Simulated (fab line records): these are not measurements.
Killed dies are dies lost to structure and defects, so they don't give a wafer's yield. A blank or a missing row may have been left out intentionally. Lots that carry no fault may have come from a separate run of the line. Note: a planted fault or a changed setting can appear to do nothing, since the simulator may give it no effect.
Problem report, 8D (eight disciplines) form, completed by code || flow gf180mcu || the parts of the form that need people (team, actions taken, sign-off) are left out

1. THE ISSUE
At GF_STI_WET_ETCH_26, run_length_s averages 169.8 s over 6 wafers from 2 lots, while fault-free wafers read 215.1 s, standard deviation 2.7. Measured from the usual mean, that is -17 standard deviations.
The step: etches SiO2 in dHF, target depth 94 nm, time 188 s.
The first sign was on wafer L502.1 at day 5 01:58, on wet_bench-03. At this step, 18 wafers from 6 lots have a number in the record. Rule for "out" (also "out of limits"): further than 4 standard deviations from the usual mean. Any other wafer with a number is counted as sound.

2. WHAT IT IS; WHAT IT IS NOT
{"question": "which readings at this step", "is": "run_length_s", "is not": "-"}
{"question": "which lots", "is": "L502, L503", "is not": "L491, L498, L504, L509"}
{"question": "which wafers of those lots", "is": "all that have a number", "is not": "-"}
{"question": "read on which tools", "is": "wet_bench-03", "is not": "wet_bench-01"}
{"question": "when", "is": "from day 5 01:58", "is not": "up to then (6 sound wafers); but 6 sound wafers of L504, L509 came after"}

3. WHAT RULES OUT EACH SUSPECT
Counting: a tool stays on the suspect list if, at a process step up to the reading, it processed all lots that are out and no sound lot following the first of them.
- rie_si-02 at GF_STI_ETCH_14 (etches Si in HBr/Cl2/O2, target depth 360 nm, time 102.9 s): ruled out as a lasting fault. Sound lots L509 ran on it after its first lot that is out, L502 (day 4 22:47).
- plasma_asher-03 at GF_STI_STRIP_15 (strips in O2/N2): ruled out as a lasting fault. Sound lots L509 ran on it after its first lot that is out, L502 (day 4 22:52).
- wet_bench-03 at GF_STI_WET_ETCH_26 (etches SiO2 in dHF, target depth 94 nm, time 188 s): kept. All lots that are out passed through it, beginning with L502 at day 5 01:58, and no sound lot followed; its final sound lot before that point was L491 at day 2 15:01. Its own readings are out on those wafers: run_length_s.
Left after counting: wet_bench-03 at GF_STI_WET_ETCH_26.

4. THE CAUSE (what the simulator had put in)
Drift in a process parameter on wet_bench-03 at GF_STI_WET_ETCH_26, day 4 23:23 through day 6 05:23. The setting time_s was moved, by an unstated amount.
Counting left only this tool.

5. THE CHAIN OF EFFECTS, in route order
Rows list readings where the struck wafers' mean (over those with a number) sits beyond 3 standard deviations from the usual. Only readings for which the record gives a usual standard deviation are gone through. hours: the time from each lot's start at the first step in this table that gives one to its start at this step, as a median over the lots. sigmas: the change in usual standard deviations.
{"hours": 0, "step": "GF_STI_WET_ETCH_26", "reading": "run_length_s", "usual": "215.1 s", "on struck wafers": 169.8, "change": -45.3, "sigmas": -17}
It contains these process steps:
- GF_STI_WET_ETCH_26: etches SiO2 in dHF, target depth 94 nm, time 188 s.
Later steps that measure or inspect, where all struck wafers having a row at the step show a number for every such reading and not one has moved that far: GF_STI_THK_MEAS_30, GF_DNWELL_TW_MEAS_09, GF_NWELL_OVL_MEAS_07, GF_NWELL_TW_MEAS_11.

6. WHAT WOULD HAVE CAUGHT IT SOONER
First out-of-limits reading in this record: day 5 01:58, which is 3 hours after fault onset at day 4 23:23.
